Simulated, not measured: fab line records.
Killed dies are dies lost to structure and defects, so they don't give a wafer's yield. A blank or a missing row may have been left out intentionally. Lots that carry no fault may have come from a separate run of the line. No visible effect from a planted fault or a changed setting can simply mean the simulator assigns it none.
Problem report, 8D (eight disciplines) form, completed by code ; flow gf180mcu ; the parts of the form that need people (team, actions taken, sign-off) are left out

== 1. THE PROBLEM ==
GF_STI_ETCH_14, oesProductAu: mean 1.121 a.u. over 1 wafer from 1 lot; wafers with no fault: 0.995 a.u., standard deviation 0.011. Measured from the usual mean, that is +11 standard deviations.
The step: etches Si in HBr/Cl2/O2, target depth 360 nm, time 102.9 s.
Earliest sighting: wafer L829.6 on rieSi-02 at day 3 13:55. The record has a number at this step for 33 wafers belonging to 11 lots. The rule behind "out" and "out of limits": a value lying over 4 standard deviations away from the usual mean. The rest of the wafers with a number are treated as sound.

== 2. WHAT IT IS, WHAT IT ISN'T ==
question;is;is not
which readings at this step;oesProductAu, throttleValvePct;drypumpMotorCurrentA
which lots;L829;L822, L823, L824, L825, L826, L827, L839, L843, L844, L845
which wafers of those lots;L829.6;L829.1, L829.5
read on which tools;rieSi-02;rieSi-01
when;from day 3 13:55;"up to then (20 sound wafers); but 12 sound wafers of L839, L843, L844, L845 came after"

== 3. SUSPECTS, AND WHAT RULES EACH OUT ==
Counting: a tool at a process step up to the reading stays a suspect if it ran every lot that is out. Sound lots after the first of them don't rule it out here, since some wafers of a struck lot are sound.
- rieSi-02 at GF_STI_ETCH_14 (etches Si in HBr/Cl2/O2, target depth 360 nm, time 102.9 s): kept. The lot that is out, L829, ran on it at day 3 13:55; the last sound lot it ran before that was L827, at day 3 02:38. On those wafers its own readings are out: oesProductAu, throttleValvePct.
- At GF_STI_ETCH_14, inside rieSi-02: chamber 0 took the wafers that are out, while their sound lot-mates went through chambers 1, 3.
Remaining after the count: rieSi-02 at GF_STI_ETCH_14.

== 4. THE CAUSE (what the simulator had put in) ==
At GF_STI_ETCH_14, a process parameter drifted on rieSi-02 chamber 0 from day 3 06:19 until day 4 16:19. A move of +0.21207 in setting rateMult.
This tool alone remained once counting was done.

== 5. THE CHAIN OF EFFECTS, in route order ==
Rows list readings where the struck wafers' mean (over those with a number) sits beyond 3 standard deviations from the usual. Scope: only readings with a usual standard deviation given in the record; hours: median across lots of the time from each lot's start at the first step in this table that gives one to its start at this step; sigmas: change in usual standard deviations.
hours;step;reading;usual;on struck wafers;change;sigmas
0;GF_STI_ETCH_14;oesProductAu;0.995 a.u.;1.121;+0.126;+11
0;GF_STI_ETCH_14;throttleValvePct;25.661 %;25.576;-0.085;-8.5
0;GF_STI_STRIP_15;stripTimeToEndpointS;3.74 s;3.42;-0.32;-6.3
Here are the process steps it includes:
- GF_STI_ETCH_14: etches Si in HBr/Cl2/O2, target depth 360 nm, time 102.9 s.
- GF_STI_STRIP_15: strips in O2/N2.
At these later measuring or inspecting steps, every struck wafer for which the step has a row has a number for every such reading, and none has moved that far: GF_MVPSD_OVL_MEAS_07, GF_VT_IMPLANT_RS_MEAS_48.

== 6. WHAT WOULD HAVE CAUGHT IT SOONER ==
The fault began at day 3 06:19; the first out-of-limits reading in this record came at day 3 13:55, 8 hours later.
